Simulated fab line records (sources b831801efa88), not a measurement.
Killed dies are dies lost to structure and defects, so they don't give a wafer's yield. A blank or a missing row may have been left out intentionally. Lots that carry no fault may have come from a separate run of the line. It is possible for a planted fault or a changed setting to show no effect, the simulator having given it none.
fab line records	flow gf180mcu
record lots=24	wafers=72	last-day=34
route steps=602 shown MIM@523 M5@536 V5@543 TOP_METAL@567
lots that met no fault: taken from a fault-free run of the same line
start-h: start of the lot's first displayed wafer, in hours after the record's first day	wait-h: how many hours have passed since the lot's step before this one	" unchanged from the row above	L1.1+2: a single row standing in for several wafers	- either no value or no given start	* or withheld: withheld	< > ~ a bound
route shown NAME@n: names a module that has steps shown in the file, with the first one's number in the route	usual: the fault-free wafers' mean and standard deviation	same: alike in all rows	chamber/n: place in a boat	sites: each site's reading	_std_site: standard deviation across them	_edge_site: inner sites' mean taken away from outer sites' mean	radius-mm: how far each site lies from the wafer's centre	mask NAME#n: copy n	behind: the last tool/chamber to shape the wafer	hold: what put the lot on hold/how long, in hours/how the hold closed	device: the transistor (n, p or np) that didn't switch	end of line: the route-end tests of the same wafers	a step without rows: its recipe alone	killed: dies lost to structure and defects at the first sort, not the wafer's yield	map: a wafer's dies, x killed, . not, _ none there
set.NAME: the run value of the setting; set.NAME@STEP: its run value at that earlier step	model.NAME: the simulator's own value behind a step, which no gauge read
the route's steps for a sample of lots (tables are steps, rows are wafers)
services: the hour from which a tool's chamber was out of use, counted from the record's first day as start-h (under 0 if before that day), plus the number of hours and why
## steps
# step GF_MIM_STRIP_20
# recipe chemistry=O2/N2	power-w=1400	pressure-mtorr=1500	platen-temp-c=250	o2-flow-sccm=3000	n2-flow-sccm=300	overash-fraction=0.5
# usual drypump-motor-current-A=5.8/0.47	heater-power-w=346/45	oes-product-au=0.691/0.005	strip-time-to-endpoint-s=11.20/0.034
lot.wafer	tool	chamber	start-h	wait-h	drypump-motor-current-A	heater-power-w	oes-product-au	rf-hours-counter-h	strip-time-to-endpoint-s
L074.1	plasma-asher-04	1	580.42	0.0	6.4	290	0.693	49	11.24
L074.4	"	0	"	"	5.3	311	0.696	-	11.13
L074.6	"	1	"	"	6.4	285	0.688	-	11.14
L075.3	plasma-asher-04	1	589.86	0.1	6.4	288	0.688	-	11.21
L075.4	"	0	"	"	5.3	313	0.685	-	11.22
L075.5	"	0	"	"	5.3	308	0.684	-	11.22
L076.3	plasma-asher-04	0	598.27	0.1	5.3	313	0.687	-	11.19
L076.4	"	1	"	"	6.4	291	0.679	-	11.16
L076.5	"	1	"	"	6.4	283	0.695	-	11.24
L077.1	plasma-asher-01	0	610.12	0.0	5.6	299	0.688	86	11.20
L077.3	"	1	"	"	5.1	385	0.689	-	11.21
L077.6	"	1	"	"	5.1	384	0.679	-	11.23
L078.2	plasma-asher-04	1	620.38	0.0	6.4	283	0.685	53	11.15
L078.3	"	1	"	"	6.4	294	0.690	-	11.17
L078.6	"	1	"	"	6.4	289	0.690	-	11.21
L079.2	plasma-asher-01	0	631.22	0.0	5.6	300	0.687	88	11.16
L079.3	"	1	"	"	5.1	380	0.683	-	11.15
L079.6	"	1	"	"	5.1	389	0.697	-	11.21
L080.1	plasma-asher-02	1	640.58	0.0	6.3	401	0.689	22	11.14
L080.2	"	0	"	"	5.9	366	0.685	22	11.13
L080.5	"	0	"	"	5.9	376	0.681	-	11.12
L081.3	plasma-asher-02	1	646.45	0.1	6.3	402	0.680	-	11.16
L081.4	"	0	"	"	5.9	379	0.693	-	11.22
L081.5	"	1	"	"	6.2	400	0.691	-	11.18
L082.2	plasma-asher-02	0	661.39	0.1	5.9	367	0.690	25	11.23
L082.3	"	0	"	"	5.9	361	0.699	-	11.24
L082.4	"	1	"	"	6.3	406	0.699	-	11.24
L083.2	plasma-asher-02	1	667.32	0.0	6.3	411	0.690	26	11.16
L083.4	"	1	"	"	6.3	400	0.690	-	11.22
L083.5	"	0	"	"	5.9	363	0.696	-	11.15
L084.2	plasma-asher-01	0	667.82	0.0	5.6	300	0.689	93	11.16
L084.3	"	1	"	"	5.1	391	0.688	-	11.16
L084.5	"	1	"	"	5.1	387	0.688	-	11.18
L085.1	plasma-asher-01	0	671.68	0.0	5.6	307	0.696	93	11.22
L085.2	"	1	"	"	5.1	388	0.702	93	11.24
L085.6	"	1	"	"	5.1	390	0.695	-	11.24
L086.3	plasma-asher-04	0	677.35	0.1	5.3	314	0.696	-	11.21
L086.5	"	1	"	"	6.4	287	0.692	-	11.20
L086.6	"	0	"	"	5.3	318	0.692	-	11.17
L087.2	plasma-asher-04	1	686.07	0.0	6.4	285	0.691	59	11.14
L087.3	"	0	"	"	5.3	329	0.695	-	11.17
L087.4	"	1	"	"	6.4	282	0.695	-	11.15
L088.1	plasma-asher-02	1	694.72	0.0	6.2	410	0.690	27	11.19
L088.2	"	0	"	"	5.9	374	0.690	27	11.17
L088.5	"	0	"	"	5.9	370	0.692	-	11.17
L089.1	plasma-asher-02	0	700.80	0.2	5.9	376	0.687	28	11.27
L089.4	"	0	"	"	5.9	367	0.688	-	11.20
L089.6	"	1	"	"	6.3	411	0.697	-	11.23
L090.2	plasma-asher-04	1	705.14	0.1	6.4	290	0.688	61	11.21
L090.3	"	0	"	"	5.3	321	0.693	-	11.19
L090.6	"	0	"	"	5.3	319	0.698	-	11.16
L091.2	plasma-asher-01	1	709.68	0.0	5.1	391	0.692	98	11.23
L091.3	"	1	"	"	5.1	388	0.692	-	11.23
L091.6	"	0	"	"	5.6	311	0.693	-	11.25
L092.1	plasma-asher-02	1	715.57	0.0	6.2	407	0.695	30	11.22
L092.3	"	0	"	"	5.9	366	0.693	-	11.16
L092.4	"	1	"	"	6.2	412	0.694	-	11.21
L093.1	plasma-asher-02	0	725.33	0.0	5.9	377	0.701	31	11.24
L093.3	"	1	"	"	6.3	418	0.694	-	11.22
L093.5	"	1	"	"	6.3	400	0.691	-	11.21
L094.2	plasma-asher-01	1	730.77	0.0	5.1	381	0.704	101	11.26
L094.5	"	0	"	"	5.6	305	0.690	-	11.22
L094.6	"	1	"	"	5.1	396	0.690	-	11.18
L096.2	plasma-asher-01	1	746.72	0.0	5.1	385	0.687	103	11.17
L096.4	"	0	"	"	5.6	307	0.689	-	11.15
L096.6	"	1	"	"	5.1	380	0.690	-	11.18
L095.2	plasma-asher-04	0	746.82	0.0	5.3	321	0.694	66	11.20
L095.4	"	1	"	"	6.4	288	0.693	-	11.17
L095.6	"	0	"	"	5.3	318	0.684	-	11.17
L097.3	plasma-asher-01	1	749.01	0.1	5.1	387	0.697	-	11.26
L097.5	"	0	"	"	5.6	297	0.695	-	11.27
L097.6	"	1	"	"	5.1	392	0.696	-	11.20
# step GF_M5_METAL_ETCH_10
# recipe chemistry=Cl2/BCl3	mask-material=KrF	target-depth-nm=627.5	stop-on=SiO2	pressure-mtorr=8	icp-w=800	bias-w=140	Cl2_flow_sccm=80	bcl3-flow-sccm=40	time-s=104.6
# usual drypump-motor-current-A=5.58/0.26	oes-product-au=0.970/0.0057	throttle-valve-pct=28.252/0.011
lot.wafer	tool	chamber	start-h	wait-h	drypump-motor-current-A	oes-product-au	rf-hours-counter-h	throttle-valve-pct
L074.1	rie-metal-02	1	602.90	0.0	5.57	0.969	10	28.248
L074.4	"	0	"	"	5.51	0.971	-	28.253
L074.6	"	0	"	"	5.51	0.973	-	28.258
L075.3	rie-metal-02	0	611.33	0.0	5.56	0.965	-	28.252
L075.4	"	1	"	"	5.62	0.960	-	28.256
L075.5	"	0	"	"	5.54	0.957	-	28.253
L076.3	rie-metal-04	0	619.35	0.0	6.18	0.972	-	28.250
L076.4	"	1	"	"	5.28	0.972	-	28.235
L076.5	"	1	"	"	5.29	0.969	-	28.230
L077.1	rie-metal-04	0	630.54	0.0	6.21	0.959	13	28.241
L077.3	"	0	"	"	6.17	0.969	-	28.267
L077.6	"	0	"	"	6.18	0.976	-	28.254
L078.2	rie-metal-02	1	640.39	0.0	5.60	0.973	12	28.250
L078.3	"	0	"	"	5.52	0.973	-	28.251
L078.6	"	1	"	"	5.60	0.971	-	28.260
L079.2	rie-metal-02	0	651.83	0.0	5.53	0.970	-	28.263
L079.3	"	0	"	"	5.54	0.962	-	28.254
L079.6	"	0	"	"	5.53	0.965	-	28.263
L080.1	rie-metal-04	0	660.53	0.0	6.16	0.968	14	28.250
L080.2	"	1	"	"	5.31	0.975	9	28.240
L080.5	"	0	"	"	6.17	0.970	-	28.261
L081.3	rie-metal-03	0	666.33	0.0	5.32	0.973	-	28.262
L081.4	"	1	"	"	5.82	0.965	-	28.244
L081.5	"	0	"	"	5.32	0.961	-	28.246
L082.2	rie-metal-02	0	681.34	0.0	5.58	0.967	5	28.255
L082.3	"	1	"	"	5.59	0.972	-	28.264
L082.4	"	0	"	"	5.60	0.963	-	28.255
L083.2	rie-metal-03	0	687.04	0.0	5.31	0.968	4	28.254
L083.4	"	0	"	"	5.30	0.962	-	28.271
L083.5	"	1	"	"	5.87	0.969	-	28.243
L084.2	rie-metal-02	1	687.28	0.0	5.59	0.972	1	28.263
L084.3	"	0	"	"	5.53	0.963	-	28.235
L084.5	"	1	"	"	5.60	0.969	-	28.236
L085.1	rie-metal-03	0	690.85	0.0	5.36	0.972	5	28.266
L085.2	"	1	"	"	5.84	0.969	8	28.271
L085.6	"	1	"	"	5.83	0.973	-	28.265
L086.3	rie-metal-04	1	696.91	0.1	5.27	0.981	-	28.239
L086.5	"	1	"	"	5.31	0.978	-	28.249
L086.6	"	1	"	"	5.28	0.982	-	28.230
L087.2	rie-metal-03	1	705.22	0.0	5.85	0.981	8	28.249
L087.3	"	0	"	"	5.30	0.980	-	28.225
L087.4	"	1	"	"	5.83	0.973	-	28.243
L088.1	rie-metal-04	1	711.19	0.0	5.27	0.973	11	28.248
L088.2	"	1	"	"	5.27	0.977	-	28.245
L088.5	"	1	"	"	5.26	0.973	-	28.257
L089.1	rie-metal-03	1	719.73	0.0	5.86	0.975	9	28.252
L089.4	"	0	"	"	5.33	0.976	-	28.251
L089.6	"	0	"	"	5.33	0.976	-	28.261
L090.2	rie-metal-03	0	722.78	0.0	5.32	0.980	6	28.228
L090.3	"	0	"	"	5.31	0.971	-	28.248
L090.6	"	1	"	"	5.82	0.973	-	28.238
L091.2	rie-metal-02	1	728.53	0.0	5.59	0.954	2	28.243
L091.3	"	1	"	"	5.60	0.964	-	28.265
L091.6	"	1	"	"	5.60	0.964	-	28.247
L092.1	rie-metal-02	0	734.24	0.0	5.53	0.974	7	28.257
L092.3	"	1	"	"	5.58	0.972	-	28.237
L092.4	"	0	"	"	5.51	0.971	-	28.262
L093.1	rie-metal-02	0	743.14	0.0	5.55	0.965	7	28.270
L093.3	"	1	"	"	5.62	0.970	-	28.257
L093.5	"	1	"	"	5.62	0.969	-	28.246
L094.2	rie-metal-03	0	748.39	0.0	5.33	0.966	7	28.269
L094.5	"	1	"	"	5.84	0.967	-	28.246
L094.6	"	0	"	"	5.34	0.970	-	28.261
L096.2	rie-metal-03	1	763.93	0.0	5.83	0.962	11	28.251
L096.4	"	1	"	"	5.85	0.970	-	28.258
L096.6	"	1	"	"	5.85	0.971	-	28.246
L095.2	rie-metal-02	0	764.14	0.0	5.55	0.974	8	28.250
L095.4	"	0	"	"	5.53	0.979	-	28.250
L095.6	"	1	"	"	5.60	0.974	-	28.256
L097.3	rie-metal-04	1	765.43	0.0	5.29	0.967	-	28.262
L097.5	"	1	"	"	5.30	0.967	-	28.248
L097.6	"	0	"	"	6.18	0.977	-	28.264
# step GF_M5_STRIP_11
# recipe chemistry=O2/N2	power-w=1400	pressure-mtorr=1500	platen-temp-c=250	o2-flow-sccm=3000	n2-flow-sccm=300	overash-fraction=0.5
# usual drypump-motor-current-A=5.9/0.41	heater-power-w=334/42	oes-product-au=0.542/0.0049	strip-time-to-endpoint-s=7.503/0.029
lot.wafer	tool	chamber	start-h	wait-h	drypump-motor-current-A	heater-power-w	oes-product-au	rf-hours-counter-h	strip-time-to-endpoint-s
L074.1	plasma-asher-04	0	603.01	0.1	5.3	310	0.545	51	7.530
L074.4	"	1	"	"	6.4	295	0.542	-	7.496
L074.6	"	0	"	"	5.3	313	0.546	-	7.539
L075.3	plasma-asher-04	0	611.44	0.1	5.3	313	0.543	-	7.489
L075.4	"	1	"	"	6.4	289	0.537	-	7.535
L075.5	"	0	"	"	5.3	315	0.546	-	7.475
L076.3	plasma-asher-04	1	619.46	0.1	6.4	284	0.545	-	7.539
L076.4	"	0	"	"	5.3	309	0.546	-	7.503
L076.5	"	0	"	"	5.3	309	0.541	-	7.514
L077.1	plasma-asher-02	1	630.65	0.1	6.3	406	0.541	21	7.484
L077.3	"	1	"	"	6.3	406	0.542	-	7.493
L077.6	"	0	"	"	5.9	371	0.547	-	7.495
L078.2	plasma-asher-04	0	640.50	0.1	5.3	322	0.540	55	7.446
L078.3	"	1	"	"	6.4	284	0.548	-	7.439
L078.6	"	0	"	"	5.3	316	0.534	-	7.497
L079.2	plasma-asher-02	1	652.02	0.1	6.3	406	0.535	23	7.470
L079.3	"	0	"	"	5.9	386	0.534	-	7.509
L079.6	"	1	"	"	6.3	406	0.538	-	7.461
L080.1	plasma-asher-02	0	660.64	0.1	5.9	367	0.549	25	7.517
L080.2	"	1	"	"	6.3	415	0.544	25	7.521
L080.5	"	1	"	"	6.3	412	0.538	-	7.531
L081.3	plasma-asher-02	0	666.44	0.1	5.9	374	0.548	-	7.525
L081.4	"	1	"	"	6.3	403	0.544	-	7.531
L081.5	"	0	"	"	5.9	379	0.538	-	7.514
L082.2	plasma-asher-04	0	681.45	0.1	5.3	316	0.536	59	7.547
L082.3	"	1	"	"	6.4	282	0.540	-	7.521
L082.4	"	0	"	"	5.3	317	0.545	-	7.540
L083.2	plasma-asher-04	0	687.15	0.1	5.3	310	0.546	59	7.497
L083.4	"	1	"	"	6.4	289	0.537	-	7.484
L083.5	"	0	"	"	5.3	314	0.546	-	7.506
L084.2	plasma-asher-03	1	687.39	0.1	6.0	315	0.538	100	7.507
L084.3	"	0	"	"	6.1	367	0.535	-	7.519
L084.5	"	1	"	"	5.9	320	0.549	-	7.483
L085.1	plasma-asher-03	1	690.96	0.1	5.9	312	0.546	101	7.468
L085.2	"	0	"	"	6.1	364	0.546	101	7.474
L085.6	"	0	"	"	6.1	358	0.538	-	7.475
L086.3	plasma-asher-02	0	697.15	0.2	5.9	384	0.544	-	7.476
L086.5	"	0	"	"	5.9	375	0.532	-	7.465
L086.6	"	1	"	"	6.3	414	0.537	-	7.464
L087.2	plasma-asher-02	0	705.33	0.1	5.9	368	0.543	29	7.477
L087.3	"	1	"	"	6.3	395	0.538	-	7.487
L087.4	"	0	"	"	5.9	363	0.538	-	7.489
L088.1	plasma-asher-04	1	711.41	0.2	6.4	289	0.556	62	7.504
L088.2	"	0	"	"	5.3	316	0.541	62	7.545
L088.5	"	0	"	"	5.3	315	0.540	-	7.521
L089.1	plasma-asher-04	0	719.84	0.1	5.2	312	0.542	63	7.528
L089.4	"	0	"	"	5.3	313	0.546	-	7.493
L089.6	"	0	"	"	5.3	318	0.530	-	7.501
L090.2	plasma-asher-04	0	722.89	0.1	5.3	315	0.537	63	7.521
L090.3	"	1	"	"	6.4	284	0.547	-	7.511
L090.6	"	0	"	"	5.3	313	0.538	-	7.524
L091.2	plasma-asher-04	0	728.64	0.1	5.3	312	0.542	64	7.536
L091.3	"	1	"	"	6.4	289	0.529	-	7.461
L091.6	"	1	"	"	6.4	296	0.540	-	7.499
L092.1	plasma-asher-04	0	734.35	0.1	5.4	319	0.544	64	7.534
L092.3	"	1	"	"	6.4	292	0.545	-	7.565
L092.4	"	0	"	"	5.3	315	0.544	-	7.510
L093.1	plasma-asher-03	0	743.25	0.1	6.1	387	0.540	0	7.437
L093.3	"	0	"	"	6.1	395	0.540	-	7.457
L093.5	"	1	"	"	5.9	324	0.552	-	7.547
L094.2	plasma-asher-03	0	748.51	0.1	6.1	386	0.541	1	7.504
L094.5	"	0	"	"	6.1	383	0.549	-	7.536
L094.6	"	1	"	"	5.9	329	0.543	-	7.499
L096.2	plasma-asher-04	0	764.04	0.1	5.3	321	0.552	68	7.516
L096.4	"	0	"	"	5.3	326	0.540	-	7.505
L096.6	"	0	"	"	5.4	311	0.543	-	7.458
L095.2	plasma-asher-03	1	764.25	0.1	5.9	325	0.546	2	7.545
L095.4	"	1	"	"	5.9	329	0.535	-	7.525
L095.6	"	0	"	"	6.1	380	0.544	-	7.557
L097.3	plasma-asher-04	1	765.54	0.1	6.4	285	0.541	-	7.506
L097.5	"	0	"	"	5.4	310	0.546	-	7.504
L097.6	"	1	"	"	6.4	291	0.549	-	7.493
# step GF_V5_THK_MEAS_03
# recipe reads=SiO2_of_V5_CVD_02
# usual V5_CVD_02_THK=1448/18
lot.wafer	tool	chamber	start-h	wait-h	V5_CVD_02_THK[nm]
L074.1	film-metro-01	-	603.75	0.1	1462
L074.4	"	-	"	"	1466
L074.6	"	-	"	"	1454
L075.3	film-metro-01	-	612.17	0.1	1443
L075.4	"	-	"	"	1474
L075.5	"	-	"	"	1458
L076.3	film-metro-04	-	620.19	0.1	1415
L076.4	"	-	"	"	1450
L076.5	"	-	"	"	1462
L077.1	film-metro-03	-	631.40	0.1	1448
L077.3	"	-	"	"	1427
L077.6	"	-	"	"	1473
L078.2	film-metro-01	-	641.27	0.1	1425
L078.3	"	-	"	"	1420
L078.6	"	-	"	"	1446
L079.2	film-metro-03	-	652.77	0.1	1415
L079.3	"	-	"	"	1425
L079.6	"	-	"	"	1445
L080.1	film-metro-04	-	661.43	0.1	1469
L080.2	"	-	"	"	1461
L080.5	"	-	"	"	1494
L081.3	film-metro-03	-	667.21	0.1	1442
L081.4	"	-	"	"	1473
L081.5	"	-	"	"	1477
L082.2	film-metro-03	-	682.54	0.1	1444
L082.3	"	-	"	"	1432
L082.4	"	-	"	"	1469
L083.2	film-metro-04	-	687.91	0.1	1444
L083.4	"	-	"	"	1468
L083.5	"	-	"	"	1477
L084.2	film-metro-01	-	688.15	0.1	1434
L084.3	"	-	"	"	1432
L084.5	"	-	"	"	1458
L085.1	film-metro-01	-	691.70	0.1	1441
L085.2	"	-	"	"	1455
L085.6	"	-	"	"	1457
L086.3	film-metro-01	-	697.91	0.1	1448
L086.5	"	-	"	"	1470
L086.6	"	-	"	"	1460
L087.2	film-metro-01	-	706.15	0.1	1426
L087.3	"	-	"	"	1430
L087.4	"	-	"	"	1459
L088.1	film-metro-04	-	712.16	0.1	1441
L088.2	"	-	"	"	1409
L088.5	"	-	"	"	1450
L089.1	film-metro-03	-	720.60	0.1	1422
L089.4	"	-	"	"	1439
L089.6	"	-	"	"	1442
L090.2	film-metro-01	-	723.65	0.1	1426
L090.3	"	-	"	"	1411
L090.6	"	-	"	"	1458
L091.2	film-metro-04	-	729.41	0.1	1460
L091.3	"	-	"	"	1435
L091.6	"	-	"	"	1467
L092.1	film-metro-03	-	735.14	0.1	1403
L092.3	"	-	"	"	1415
L092.4	"	-	"	"	1443
L093.1	film-metro-01	-	744.00	0.1	1428
L093.3	"	-	"	"	1417
L093.5	"	-	"	"	1450
L094.2	film-metro-04	-	749.27	0.1	1438
L094.5	"	-	"	"	1449
L094.6	"	-	"	"	1425
L096.2	film-metro-01	-	764.80	0.1	1442
L096.4	"	-	"	"	1468
L096.6	"	-	"	"	1472
L095.2	film-metro-04	-	765.01	0.1	1436
L095.4	"	-	"	"	1465
L095.6	"	-	"	"	1444
L097.3	film-metro-01	-	766.27	0.1	1425
L097.5	"	-	"	"	1465
L097.6	"	-	"	"	1448
# step GF_TOP_METAL_SPUTTER_00
# recipe material=Ti	target-thk-nm=37.5	arriving-ion-energy-ev=80	substrate-temp-c=200	chamber-pressure-pa=2	power-w=4000	time-s=150
# usual substrate-temp-c=200.00/0.15	throttle-valve-pct=30.4/0.79
lot.wafer	tool	chamber	start-h	wait-h	substrate-temp-c	throttle-valve-pct
L074.1	pvd-sputter-03	-	626.38	0.1	200.22	30.1
L074.4	"	-	"	"	200.03	29.7
L074.6	"	-	"	"	199.92	29.3
L075.3	pvd-sputter-01	-	634.46	0.1	199.94	32.0
L075.4	"	-	"	"	200.07	30.1
L075.5	"	-	"	"	200.12	29.1
L076.3	pvd-sputter-04	-	641.55	0.1	200.16	31.0
L076.4	"	-	"	"	200.00	31.1
L076.5	"	-	"	"	199.90	31.0
L077.1	pvd-sputter-03	-	653.40	0.1	200.02	29.0
L077.3	"	-	"	"	199.97	30.0
L077.6	"	-	"	"	200.03	29.9
L078.2	pvd-sputter-04	-	662.76	0.1	199.89	30.9
L078.3	"	-	"	"	199.70	30.9
L078.6	"	-	"	"	200.08	30.1
L079.2	pvd-sputter-01	-	674.38	0.2	199.96	31.7
L079.3	"	-	"	"	200.26	29.5
L079.6	"	-	"	"	200.36	29.5
L080.1	pvd-sputter-01	-	683.10	0.1	200.04	29.4
L080.2	"	-	"	"	200.00	32.0
L080.5	"	-	"	"	200.14	30.2
L081.3	pvd-sputter-03	-	688.20	0.1	199.98	29.9
L081.4	"	-	"	"	199.93	29.9
L081.5	"	-	"	"	199.99	30.4
L082.2	pvd-sputter-01	-	705.16	0.2	200.19	29.7
L082.3	"	-	"	"	200.14	29.2
L082.4	"	-	"	"	200.46	32.2
L083.2	pvd-sputter-01	-	707.81	0.2	200.18	29.3
L083.4	"	-	"	"	199.80	29.1
L083.5	"	-	"	"	199.94	31.8
L084.2	pvd-sputter-04	-	708.11	0.2	200.04	31.3
L084.3	"	-	"	"	200.02	30.9
L084.5	"	-	"	"	200.09	30.3
L085.1	pvd-sputter-04	-	712.25	0.1	200.10	30.3
L085.2	"	-	"	"	200.13	31.1
L085.6	"	-	"	"	199.92	30.5
L086.3	pvd-sputter-03	-	717.80	0.2	200.09	30.0
L086.5	"	-	"	"	200.06	30.0
L086.6	"	-	"	"	199.80	30.1
L087.2	pvd-sputter-03	-	725.93	0.2	200.04	30.6
L087.3	"	-	"	"	199.88	28.9
L087.4	"	-	"	"	199.92	30.2
L088.1	pvd-sputter-04	-	731.65	0.1	199.97	30.7
L088.2	"	-	"	"	199.99	31.0
L088.5	"	-	"	"	200.04	31.2
L089.1	pvd-sputter-04	-	739.85	0.1	199.93	30.0
L089.4	"	-	"	"	200.05	31.0
L089.6	"	-	"	"	200.02	30.9
L090.2	pvd-sputter-03	-	742.38	0.2	200.21	29.8
L090.3	"	-	"	"	200.02	30.5
L090.6	"	-	"	"	199.84	30.5
L091.2	pvd-sputter-04	-	749.44	0.1	200.01	30.0
L091.3	"	-	"	"	200.19	31.2
L091.6	"	-	"	"	200.11	30.3
L092.1	pvd-sputter-01	-	753.75	0.2	199.96	30.2
L092.3	"	-	"	"	199.88	31.9
L092.4	"	-	"	"	199.59	29.3
L093.1	pvd-sputter-04	-	762.38	0.2	199.87	31.1
L093.3	"	-	"	"	199.91	30.0
L093.5	"	-	"	"	200.21	31.0
L094.2	pvd-sputter-04	-	767.21	0.1	200.07	30.1
L094.5	"	-	"	"	199.98	30.8
L094.6	"	-	"	"	199.98	29.8
L096.2	pvd-sputter-04	-	782.50	0.2	200.03	29.8
L096.4	"	-	"	"	200.04	31.2
L096.6	"	-	"	"	200.14	30.7
L095.2	pvd-sputter-01	-	783.00	0.1	200.04	30.3
L095.4	"	-	"	"	200.18	29.2
L095.6	"	-	"	"	200.02	29.3
L097.3	pvd-sputter-04	-	783.44	0.2	199.98	31.1
L097.5	"	-	"	"	199.88	31.0
L097.6	"	-	"	"	200.08	31.3
# step GF_TOP_METAL_CD_MEAS_14
# recipe target-cd-nm=440
# usual cd-nm=439.6/2.5
lot.wafer	tool	chamber	start-h	wait-h	cd-nm
L074.1	cd-sem-02	-	646.50	0.1	439.5
L074.4	"	-	"	"	437.3
L074.6	"	-	"	"	439.5
L075.3	cd-sem-02	-	653.91	0.1	441.1
L075.4	"	-	"	"	442.1
L075.5	"	-	"	"	440.2
L076.3	cd-sem-01	-	661.56	0.1	443.6
L076.4	"	-	"	"	442.9
L076.5	"	-	"	"	445.0
L077.1	cd-sem-02	-	672.82	0.1	437.2
L077.3	"	-	"	"	438.4
L077.6	"	-	"	"	437.8
L078.2	cd-sem-01	-	682.30	0.2	435.3
L078.3	"	-	"	"	435.1
L078.6	"	-	"	"	436.8
L079.2	cd-sem-01	-	694.90	1.3	442.0
L079.3	"	-	"	"	440.8
L079.6	"	-	"	"	438.9
L080.1	cd-sem-01	-	703.84	2.2	443.2
L080.2	"	-	"	"	441.7
L080.5	"	-	"	"	442.1
L081.3	cd-sem-01	-	706.49	0.1	442.2
L081.4	"	-	"	"	443.4
L081.5	"	-	"	"	443.9
L082.2	cd-sem-02	-	722.47	0.1	433.0
L082.3	"	-	"	"	436.9
L082.4	"	-	"	"	436.1
L083.2	cd-sem-01	-	726.27	0.1	438.3
L083.4	"	-	"	"	440.2
L083.5	"	-	"	"	440.4
L084.2	cd-sem-01	-	726.57	0.1	438.7
L084.3	"	-	"	"	438.0
L084.5	"	-	"	"	437.9
L085.1	cd-sem-02	-	730.45	0.1	439.7
L085.2	"	-	"	"	441.1
L085.6	"	-	"	"	439.4
L086.3	cd-sem-01	-	736.24	0.1	438.5
L086.5	"	-	"	"	441.1
L086.6	"	-	"	"	438.0
L087.2	cd-sem-02	-	743.67	0.1	440.4
L087.3	"	-	"	"	438.9
L087.4	"	-	"	"	439.1
L088.1	cd-sem-02	-	749.12	0.1	436.1
L088.2	"	-	"	"	433.5
L088.5	"	-	"	"	437.1
L089.1	cd-sem-01	-	756.73	0.2	443.4
L089.4	"	-	"	"	443.1
L089.6	"	-	"	"	443.1
L090.2	cd-sem-01	-	758.57	0.1	438.0
L090.3	"	-	"	"	436.2
L090.6	"	-	"	"	439.0
L091.2	cd-sem-01	-	765.57	0.1	437.1
L091.3	"	-	"	"	439.2
L091.6	"	-	"	"	437.4
L092.1	cd-sem-02	-	769.90	0.1	439.9
L092.3	"	-	"	"	440.7
L092.4	"	-	"	"	439.8
L093.1	cd-sem-02	-	778.67	0.1	440.2
L093.3	"	-	"	"	440.3
L093.5	"	-	"	"	441.5
L094.2	cd-sem-01	-	783.64	0.1	438.7
L094.5	"	-	"	"	436.7
L094.6	"	-	"	"	440.2
L096.2	cd-sem-01	-	797.56	0.1	438.6
L096.4	"	-	"	"	439.4
L096.6	"	-	"	"	437.4
L095.2	cd-sem-01	-	798.42	0.1	441.3
L095.4	"	-	"	"	440.1
L095.6	"	-	"	"	442.3
L097.3	cd-sem-02	-	798.53	0.1	440.1
L097.5	"	-	"	"	443.8
L097.6	"	-	"	"	443.5
## services
tool	chamber	start-h	hours	kind
pvd-sputter-04	-	568.06	3.3	repair
rie-metal-02	-	585.62	0.6	repair
pvd-sputter-01	3	595.14	-	consumable-replace:kit
rie-metal-04	0	603.46	3.0	repair
rie-metal-02	0	621.63	4.0	repair
pvd-sputter-03	-	633.40	2.4	repair
plasma-asher-01	-	645.07	1.9	repair
rie-metal-02	1	645.69	-	clean
rie-metal-02	1	645.69	17.6	scheduled-down
rie-metal-02	1	645.69	17.6	vent-cycle
plasma-asher-04	-	648.93	0.9	repair
plasma-asher-04	-	652.59	14.6	pm
plasma-asher-03	-	658.87	23.1	pm
plasma-asher-02	-	679.57	12.3	repair
plasma-asher-03	-	691.44	0.6	repair
pvd-sputter-03	-	697.76	2.2	repair
rie-metal-03	-	713.64	1.2	repair
pvd-sputter-04	-	714.12	8.8	repair
plasma-asher-03	-	733.75	9.0	pm
plasma-asher-02	-	734.64	1.4	repair
plasma-asher-04	-	751.71	0.5	repair
pvd-sputter-04	1	762.60	-	consumable-replace:kit
plasma-asher-01	-	782.32	34.6	pm
rie-metal-03	-	782.46	0.2	repair
## key
fault none
